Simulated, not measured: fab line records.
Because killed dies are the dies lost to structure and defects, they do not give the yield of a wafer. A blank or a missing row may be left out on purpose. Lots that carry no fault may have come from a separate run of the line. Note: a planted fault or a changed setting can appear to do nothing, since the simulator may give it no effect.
The same fault as seen by 2 desks -- flow sky130 -- each desk holds nothing but its own numbers, with what lay behind them at the end

## FROM THE METROLOGY DESK
Lot by lot, what the gauges showed, no matter which tool ran the lot: averages of those sampled wafers that carry a number. The brackets show how far a lot's mean lies from the usual mean; more than 4 standard deviations puts the lot out of limits, marked OUT.
Columns: A = cd nm at SKY_POLY_GATE_CD_MEAS_22, usual 149.4 nm; B = LDD_HVP_TW at SKY_LDD_HVP_TW_MEAS_10, usual 456
lot,first seen here,A,B
L321,day 16 00:15,151.6,458
L322,day 16 11:25,146.3,458
L324,day 17 06:05,152.3,454
L325,day 17 16:05,148.2,456
L326,day 18 06:33,147.1,457
L327,day 18 09:18,151.1,460
L328,day 18 22:52,147.3,454
L329,day 18 22:53,146.5,460
L330,day 19 13:14,147.8,454
L331,day 19 20:16,148.2,456
L340,day 23 21:22,147.0,469 (+4.2) OUT
L341,day 24 13:30,148.4,470 (+4.6) OUT
This desk's result: L340, L341 out of limits, first on L340 (LDD_HVP_TW at SKY_LDD_HVP_TW_MEAS_10), day 28 18:55. Within limits: L321, L322, L324, L325, L326, L327, L328, L329, L330, L331.

## AT THE TOOL OWNER'S DESK: implanter-03
The tool's own readings at SKY_LDD_HVP_IMPLANT_08, given as means over the sampled wafers that have a number, one for each lot that went through this tool. The brackets show how far a lot's mean lies from the usual mean; more than 4 standard deviations puts the lot out of limits, marked OUT.
Columns: A = dose ions cm2 at SKY_LDD_HVP_IMPLANT_08, usual 1.6995e+13; B = faraday current uA at SKY_LDD_HVP_IMPLANT_08, usual 95.6
lot,first seen here,A,B
L324,day 22 10:21,1.6984e+13,95.8
L329,day 24 03:02,1.6997e+13,93.9
L340,day 28 18:42,1.9128e+13 (+99 or more) OUT,107.3 (+6.9) OUT
L341,day 29 10:14,1.9142e+13 (+99 or more) OUT,109.8 (+8.4) OUT
This desk's verdict: out of limits on L340, L341, starting with L340 at day 28 18:42 (dose ions cm2 at SKY_LDD_HVP_IMPLANT_08). Within limits: L324, L329.

## PUT TOGETHER
The tool owner's desk had the chance to raise an alarm at day 28 18:42 on L340, L341.
Metrology desk: alarm possible at day 28 18:55 on L340, L341.
Of the lots named, all ran SKY_LDD_HVP_IMPLANT_08 on implanter-03.

## WHAT HAD BEEN PUT IN BY THE SIMULATOR
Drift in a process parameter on implanter-03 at SKY_LDD_HVP_IMPLANT_08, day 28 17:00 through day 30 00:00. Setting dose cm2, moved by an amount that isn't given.
Shown lots that were struck: L340, L341.
Time in hours from fault onset to the first out-of-limits reading at each desk: tool owner's desk 2, metrology desk 2.
